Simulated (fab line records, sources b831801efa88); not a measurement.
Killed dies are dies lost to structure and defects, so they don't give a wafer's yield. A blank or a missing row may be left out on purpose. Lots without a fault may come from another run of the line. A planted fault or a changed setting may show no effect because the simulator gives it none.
Which tool did it? | flow sky130 | 14 lots, 41 wafers sampled, at 2 steps of a route of 708

WHAT THE GAUGES READ, wafer by wafer
The record holds no reading of a measuring or inspecting step that can be judged against a usual standard deviation.

WHICH TOOL RAN EACH LOT (tool, then ch and the chambers of the sampled wafers, then the start)
lot  | SKY_METAL4_COAT_08                | SKY_METAL4_STRIP_19
L876 | litho_track-02 ch 0, day 41 20:00 | plasma_asher-03 ch 0,1, day 42 08:40
L877 | litho_track-02 ch 0, day 42 16:00 | plasma_asher-02 ch 0,1, day 43 05:03
L878 | litho_track-04 ch 0, day 42 18:00 | plasma_asher-03 ch 0,1, day 43 06:54
L885 | litho_track-04 ch 0, day 44 09:00 | plasma_asher-03 ch 1, day 44 21:18
L886 | litho_track-04 ch 0, day 44 11:00 | plasma_asher-01 ch 0,1, day 44 22:45
L887 | litho_track-04 ch 0, day 44 13:00 | plasma_asher-01 ch 0,1, day 45 00:51
L888 | litho_track-02 ch 0, day 44 18:00 | plasma_asher-03 ch 0,1, day 45 06:17
L889 | litho_track-02 ch 0, day 45 05:00 | plasma_asher-01 ch 0,1, day 45 17:11
L890 | litho_track-01 ch 0, day 45 14:00 | plasma_asher-03 ch 0,1, day 46 01:57
L892 | litho_track-02 ch 0, day 45 18:00 | plasma_asher-01 ch 0, day 46 05:03
L895 | litho_track-01 ch 0, day 46 12:00 | plasma_asher-01 ch 0,1, day 46 23:56
L896 | litho_track-02 ch 0, day 46 16:00 | plasma_asher-01 ch 0,1, day 47 04:18
L898 | litho_track-01 ch 0, day 46 22:00 | plasma_asher-03 ch 0,1, day 47 09:17
L899 | litho_track-02 ch 0, day 47 04:00 | plasma_asher-03 ch 0,1, day 47 14:53
- SKY_METAL4_COAT_08: resist thk 1140 nm.
- SKY_METAL4_STRIP_19: strips in O2/N2.

WHAT THE TOOLS THEMSELVES READ (means of the sampled wafers that have a number; where no wafer has one, the mark that the record gives instead)
SKY_METAL4_COAT_08.
lot  | tool           | resist_line_temp_C (C)
L876 | litho_track-02 | 23.03
L877 | litho_track-02 | 22.95
L878 | litho_track-04 | 22.90
L885 | litho_track-04 | 22.93
L886 | litho_track-04 | 22.83
L887 | litho_track-04 | 22.88
L888 | litho_track-02 | 23.08
L889 | litho_track-02 | 22.91
L890 | litho_track-01 | 23.02
L892 | litho_track-02 | 23.06
L895 | litho_track-01 | 22.98
L896 | litho_track-02 | 23.06
L898 | litho_track-01 | 23.05
L899 | litho_track-02 | 22.99

SKY_METAL4_STRIP_19.
lot  | tool            | drypump_motor_current_A (A) | oes_product_au (a.u.) | strip_time_to_endpoint_s (s)
L876 | plasma_asher-03 | 6.0                         | 0.501                 | 6.55
L877 | plasma_asher-02 | 6.0                         | 0.507                 | 6.66
L878 | plasma_asher-03 | 5.8                         | 0.507                 | 6.65
L885 | plasma_asher-03 | 5.6                         | 0.518                 | 6.83
L886 | plasma_asher-01 | 5.3                         | 0.520                 | 6.92
L887 | plasma_asher-01 | 5.2                         | 0.519                 | 6.80
L888 | plasma_asher-03 | 5.8                         | 0.507                 | 6.57
L889 | plasma_asher-01 | 5.5                         | 0.504                 | 6.52
L890 | plasma_asher-03 | 6.0                         | 0.505                 | 6.53
L892 | plasma_asher-01 | 5.8                         | 0.511                 | 6.64
L895 | plasma_asher-01 | 5.2                         | 0.498                 | 6.47
L896 | plasma_asher-01 | 5.2                         | 0.503                 | 6.49
L898 | plasma_asher-03 | 5.8                         | 0.505                 | 6.63
L899 | plasma_asher-03 | 5.8                         | 0.504                 | 6.58

THE ANSWER, worked out from the rows above alone
Rule: what is usual is taken from the lots themselves. Put in order of their means at a reading, lots are off if they are a third of the lots or fewer, leave a main group of 4 or more, and stand apart from it by a gap of 3 or more times the standard deviation of the main group's means; of several such gaps the widest counts. A main group whose means are all the same, to the digits that the tables above print for the reading, isn't used. A lot without any number at a reading at which 4 lots or more have one is off too. The other lots that the step has rows for count as sound. The gauges are gone through in route order, then the tools' own readings, and for those a lot's mean is taken as printed above. The first step at which some lot is off is used, and at that step the reading that is off furthest; a lot without a number counts as furthest.
No lot is off at any reading shown: from this, nothing can be told.

WHAT THE SIMULATOR HAD PUT IN
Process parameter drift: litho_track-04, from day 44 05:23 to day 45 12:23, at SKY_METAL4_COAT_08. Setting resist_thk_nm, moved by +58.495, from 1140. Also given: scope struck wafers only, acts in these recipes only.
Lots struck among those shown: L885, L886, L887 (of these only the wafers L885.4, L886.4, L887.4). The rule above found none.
